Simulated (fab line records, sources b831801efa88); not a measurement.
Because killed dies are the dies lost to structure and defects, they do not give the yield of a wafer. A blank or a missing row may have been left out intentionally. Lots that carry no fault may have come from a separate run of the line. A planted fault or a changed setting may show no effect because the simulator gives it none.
8D (eight disciplines) problem report, filled in by code / flow sky130 / the parts of the form that need people (team, actions taken, sign-off) are left out

## 1. THE PROBLEM
Across 9 wafers from 3 lots, CAP2M_CVD_00_THK at SKY_CAP2M_THK_MEAS_01 averages 28.00 nm, while fault-free wafers read 15.40 nm with a standard deviation of 0.21. Relative to the usual mean, that is a shift of +60 standard deviations.
First seen on wafer L956.3, day 42 02:20, on film_metro-03. At this step, 33 wafers from 11 lots have a number in the record. Rule for "out" (also "out of limits"): further than 4 standard deviations from the usual mean. All remaining wafers that have a number are taken as sound.

## 2. WHAT IT IS AND WHAT IT IS NOT
question=which readings at this step | is=CAP2M_CVD_00_THK | is not=-
question=which lots | is=L956, L961, L963 | is not=L951, L952, L953, L965, L967, L970, L972, L973
question=which wafers of those lots | is=all that have a number | is not=-
question=read on which gauges | is=film_metro-01, film_metro-03 | is not=film_metro-04
question=when | is=from day 42 02:20 | is not=up to then (9 sound wafers); but 15 sound wafers of L965, L967, L970, L972, L973 came after

## 3. WHAT RULES OUT EACH SUSPECT
Counting: a tool stays on the suspect list if, at a process step up to the reading, it processed all lots that are out and no sound lot following the first of them.
- ruled out: the gauge at SKY_CAP2M_THK_MEAS_01. The wafers that are out were read on 2 gauges (film_metro-01, film_metro-03).
- pecvd-02 at SKY_CAP2M_CVD_00 (deposits SiO2, target thk 15.5 nm): ruled out as a lasting fault. Following L956 (day 42 02:17), the first lot on it that is out, the sound lots L972 were run on it.
Left after counting: nothing in the record.

## 4. THE CAUSE (what the simulator had put in)
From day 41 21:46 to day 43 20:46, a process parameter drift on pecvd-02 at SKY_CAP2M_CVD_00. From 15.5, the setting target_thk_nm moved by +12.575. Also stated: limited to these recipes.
It was ruled out by counting, in error; the rule expects a fault to strike all lots run on its tool from its start on, and this fault did not.

## 5. SEQUENCE OF EFFECTS, ordered by route
Each row: a reading whose mean over the struck wafers that have a number lies more than 3 standard deviations from the usual. Only readings whose record carries a usual standard deviation are examined. hours: median over the lots of the time between each lot's start at the first step of this table that gives one and its start at this step. sigmas: the change, counted in usual standard deviations.
hours=0; step=SKY_CAP2M_THK_MEAS_01; reading=CAP2M_CVD_00_THK; usual=15.40 nm; on struck wafers=28.00; change=+12.60; sigmas=+60
hours=45; step=SKY_METAL4_ETCH_17; reading=oes_product_au; usual=0.751 a.u.; on struck wafers=0.999; change=+0.248; sigmas=+35
Process steps it contains:
- SKY_METAL4_ETCH_17: etches SiO2 in C4F8/O2/Ar, stops on TiN, time 3.9 s, target depth 15 nm.

## 6. WHAT WOULD HAVE CAUGHT IT SOONER
5 hours passed between the start of the fault at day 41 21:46 and the first reading out of limits at a measuring or inspecting step in this record, taken at day 42 02:20.
No tool reading at SKY_CAP2M_CVD_00 that has a usual standard deviation in the record was out on any struck wafer, so an alarm limit of 4 standard deviations on those readings would not have fired.
